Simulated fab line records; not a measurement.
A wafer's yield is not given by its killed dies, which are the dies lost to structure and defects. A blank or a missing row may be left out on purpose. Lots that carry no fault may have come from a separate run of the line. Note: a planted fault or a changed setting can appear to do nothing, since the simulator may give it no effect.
A lot that was struck, set against a sound lot + flow gf180mcu + 14 out of 602 route steps
Sound: wafers L703.1, L703.4, L703.5. Struck: wafers L706.3, L706.4, L706.6. The cause comes at the end.
Each step with rows lists, per side, the tool, then ch with its chambers, then its first start. Under that, the readings that differ: sound wafers + struck wafers + difference of the means + sigmas: that difference in standard deviations of wafers without a fault.
alike: words and numbers the same on both sides, and readings whose means are apart by under 2 such deviations; not compared: readings that were withheld, readings missing a value for some wafer, numbers with overlapping values and no deviation given by the record, and bounds like >300 which may hide the same value.
Wherever a step has rows on one side only, a row that says differs or no value, or a row with sigmas, the two part there. Non-overlapping numbers with no deviation appear without sigmas and do not part them. Lack of a reading on every wafer of one side parts them only where that side has two or more wafers.

first, 2 steps without rows for these wafers: GF_V4_STRIP_19 (strips in post etch residue remover, time 1200 s); GF_V4_CLEAN_20 (cleans in DIW).
GF_V4_SPUTTER_21: material Ti, target thk 15 nm, time 80.02 s.
  sound on pvd-sputter-02 at day 25 12:16; struck on pvd-sputter-02 at day 26 02:38
  alike: cathode-dc-power-W, chamber-pressure-pa, throttle-valve-pct
then, 1 step without rows for these wafers: GF_V4_SPUTTER_22 (material TiN, target thk 10 nm, time 40 s).
GF_V4_CVD_23: deposits W, target thk 350 nm, time 104.9 s.
  sound on cvd-w-02 ch 1, day 25 12:22; struck on cvd-w-02 ch 0,1, day 26 02:46
  alike: heater-power-w
GF_V4_RS_MEAS_24: a four-point-probe measurement.
  sound on film-metro-03 at day 25 12:29; struck on film-metro-02 at day 26 02:53
  alike: V4_W_RS
GF_V4_THK_MEAS_25: measures by xrf.
  sound on film-metro-03 at day 25 12:36; struck on film-metro-02 at day 26 02:59
  alike: V4_W_THK
then, 1 step without rows for these wafers: GF_V4_CMP_26 (polishes, stops on SiO2, t overpolish 15 s, target thk 0 nm).
GF_MIM_SPUTTER_00: material Ti, target thk 37.5 nm, time 150 s.
  sound on pvd-sputter-03 at day 25 12:58; struck on pvd-sputter-03 at day 26 03:19
  alike: cathode-dc-power-W, chamber-pressure-pa, throttle-valve-pct
GF_MIM_SPUTTER_01: material TiN, target thk 30 nm, time 25 s.
  sound on pvd-sputter-03 at day 25 13:04; struck on pvd-sputter-03 at day 26 03:25
  alike: cathode-dc-power-W, chamber-pressure-pa, throttle-valve-pct
then, 1 step without rows for these wafers: GF_MIM_SPUTTER_02 (material AlCu, target thk 450 nm, time 23.9 s).
GF_MIM_SPUTTER_03: material Ti, target thk 10 nm, time 6.7 s.
  sound on pvd-sputter-03 at day 25 13:07; struck on pvd-sputter-03 at day 26 03:29
  alike: cathode-dc-power-W, chamber-pressure-pa, throttle-valve-pct
GF_MIM_SPUTTER_04: material TiN, target thk 50 nm, time 41.7 s.
  sound on pvd-sputter-03 at day 25 13:08; struck on pvd-sputter-03 at day 26 03:30
  no value came back on the struck wafers for cathode-dc-power-W (W), chamber-pressure-pa (Pa), throttle-valve-pct (%); on the sound wafers cathode-dc-power-W (W) reads 6502.7 6500.7 6497.9
then, 1 step without rows for these wafers: GF_MIM_CVD_05 (deposits Si3N4, target thk 42 nm, time 29.086 s).

## WHERE THEY PART
GF_MIM_SPUTTER_04 only, going by this record.

WHY: whatever the simulator had introduced
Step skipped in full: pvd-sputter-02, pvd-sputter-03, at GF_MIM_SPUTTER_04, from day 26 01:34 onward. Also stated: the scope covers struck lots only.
